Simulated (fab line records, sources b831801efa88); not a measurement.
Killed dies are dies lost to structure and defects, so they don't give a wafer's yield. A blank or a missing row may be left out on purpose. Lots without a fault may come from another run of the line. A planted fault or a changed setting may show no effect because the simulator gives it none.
Split-lot experiment | flow sfq_line | 5 lots, 23 wafers read, on a route of 325 steps

THE SPLIT
At SFQ_TRILAYER_M0_ETCH_METAL_ETCH_024 (etches Nb in Cl2/Ar, stops on SiO2, target depth 240 nm, time 120 s), the setting time_s was moved away from the recipe's 120 s on 7 of the 23 wafers read, by -14.1% to -6.2%. The other wafers ran this setting at the recipe's value.

The reading is taken at the split's own step.

THE READING
oes_product_au, in a.u., at SFQ_TRILAYER_M0_ETCH_METAL_ETCH_024 (etches Nb in Cl2/Ar, stops on SiO2, target depth 240 nm, time 120 s). Fault-free wafers of this fab line usually give 0.870 a.u., standard deviation 0.0088 a.u..

wafer  | tool, chamber at the split | time_s as run, s | against the recipe | oes_product_au, a.u. | against lot-mates on the recipe
L077.1 | rie_metal-02, 0            | 120              | recipe             | 0.874                | -
L077.2 | rie_metal-02, 1            | 120              | recipe             | 0.873                | -
L077.3 | rie_metal-02, 0            | 120              | recipe             | 0.875                | -
L082.1 | rie_metal-01, 1            | 120              | recipe             | 0.865                | -
L082.2 | rie_metal-01, 0            | 120              | recipe             | 0.867                | -
L082.3 | rie_metal-01, 0            | 103.1            | -14.1%             | 0.948                | +0.082
L082.5 | rie_metal-01, 0            | 103.1            | -14.1%             | 0.955                | +0.089
L082.6 | rie_metal-01, 1            | 103.1            | -14.1%             | 0.945                | +0.079
L083.1 | rie_metal-02, 1            | 120              | recipe             | 0.877                | -
L083.2 | rie_metal-02, 0            | 120              | recipe             | 0.861                | -
L083.4 | rie_metal-02, 1            | 120              | recipe             | 0.850                | -
L083.5 | rie_metal-02, 1            | 120              | recipe             | 0.876                | -
L083.6 | rie_metal-02, 0            | 120              | recipe             | 0.866                | -
L084.1 | rie_metal-04, 0            | 120              | recipe             | 0.858                | -
L084.2 | rie_metal-04, 1            | 103.6            | -13.7%             | 0.947                | +0.081
L084.3 | rie_metal-04, 1            | 120              | recipe             | 0.869                | -
L084.4 | rie_metal-04, 0            | 103.6            | -13.7%             | 0.934                | +0.068
L084.5 | rie_metal-04, 0            | 120              | recipe             | 0.871                | -
L085.1 | rie_metal-01, 1            | 120              | recipe             | 0.869                | -
L085.2 | rie_metal-01, 0            | 120              | recipe             | 0.867                | -
L085.3 | rie_metal-01, 0            | 120              | recipe             | 0.876                | -
L085.4 | rie_metal-01, 1            | 112.5            | -6.2%              | 0.912                | +0.041
L085.5 | rie_metal-01, 1            | 112.5            | -6.2%              | 0.913                | +0.042

THE FIT
A straight line over all 23 wafers: oes_product_au changes by -0.00563 a.u. for each +1% of time_s; r = -0.98; the points scatter about the line by 0.0074 a.u..
The same after taking each lot's own level away (the mean of its wafers on the recipe; 23 wafers): -0.00578 a.u. for each +1%; r = -0.98; scatter 0.0065 a.u..
On that fit, the largest move of time_s shifts the reading by 0.081 a.u..
The lots' own levels span 0.8660 to 0.8740 a.u., that is 0.9 times the standard deviation above.
So the lot-to-lot level changes the slope little: the two slopes agree.
Check: with one of the wafers moved furthest among these (-14.1%) left out of the fit, the line predicts +0.0817 a.u. for it against its lot-mates. It came out at +0.082 a.u. against them.
Tool readings at the split's step, against how far the setting was moved: oes_product_au r = -0.98.

OTHER SPLITS ON THESE WAFERS
These wafers also went through other splits before the reading. Each is held against what the fit with the lots' levels taken away leaves over:
other split on the same wafers           | wafers away from the commonest value | r with oes_product_au (lot level and that fit taken away)
SFQ_TRILAYER_L0_DEP_SPUTTER_003 time_s   | 8                                    | -0.09
SFQ_TRILAYER_L0_LITHO_EXPOSE_006 dose_mj | 10                                   | +0.00
SFQ_TRILAYER_M0_LITHO_COAT_021 spin_rpm  | 5                                    | +0.45

THE FILE'S OWN FIT
oes_product_au changes by -0.00579 a.u. for each +1% of time_s, r = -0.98.
